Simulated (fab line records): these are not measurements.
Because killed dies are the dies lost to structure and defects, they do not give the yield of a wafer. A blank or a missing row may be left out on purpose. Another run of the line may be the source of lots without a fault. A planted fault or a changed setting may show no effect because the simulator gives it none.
Chamber matching    flow gf180mcu    GF_CONTACT_CMP_27 on cmp-02: 4 sister chambers
The step polishes, stops on SiO2, t overpolish 15 s, target thk 0 nm. 16 wafers are shown with their chamber, then 7 later ones without.

## WAFERS WITH THEIR CHAMBER
wafer   chamber  motor current A (A)  time to endpoint s (s)
L251.2  0        11.4                 72.0
L251.5  3        8.6                  74.0
L251.6  0        10.8                 73.2
L252.2  0        10.7                 72.5
L252.5  1        12.1                 71.5
L252.6  0        11.2                 69.6
L256.1  3        8.1                  76.1
L256.3  2        12.7                 77.5
L256.4  1        12.3                 80.3
L258.1  0        10.8                 71.8
L258.6  1        13.1                 71.1
L268.2  2        13.6                 71.5
L268.5  2        12.6                 73.1
L268.6  1        12.4                 75.1
L270.3  2        11.9                 74.1
L270.5  0        10.7                 72.3

SIGNATURES (means of the wafers above)
reading             chamber 0  chamber 1  chamber 2  chamber 3  scatter within a chamber
motor current A     10.933     12.475     12.700     8.350      0.464
time to endpoint s  71.900     74.500     74.050     75.050     2.64
Rule: for each reading, subtract the chamber's mean from the wafer's reading, divide by that reading's scatter and square the result; add these up over the readings and take the root, which gives the wafer's distance from the chamber. The wafer belongs to the nearest chamber; if the next one is less than 2 further off, it can't be placed. The scatter is the square root of a quotient: the sum, over the shown wafers, of each reading's squared deviation from its chamber's mean, divided by wafers minus chambers.

## WAFERS WITHOUT THEIR CHAMBER
wafer   motor current A (A)  time to endpoint s (s)
L270.6  12.6                 73.3
L271.1  8.2                  74.8
L271.5  12.6                 73.6
L271.6  11.2                 71.3
L273.3  12.4                 74.3
L273.4  11.2                 76.9
L273.5  12.4                 76.9

## THE CHAMBER EACH PASSED THROUGH
wafer   from the rows above           in truth
L270.6  can't be placed: 2 or 1       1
L271.1  3                             3
L271.5  can't be placed: 2 or 1       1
L271.6  0                             0
L273.3  can't be placed: 1 or 2       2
L273.4  can't be placed: 0 or 1 or 2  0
L273.5  can't be placed: 1 or 2       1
Placed correctly: 2 of 7. Unplaceable from these rows: 5, with the true chamber sitting among the candidates in 5. Number placed wrongly: 0.
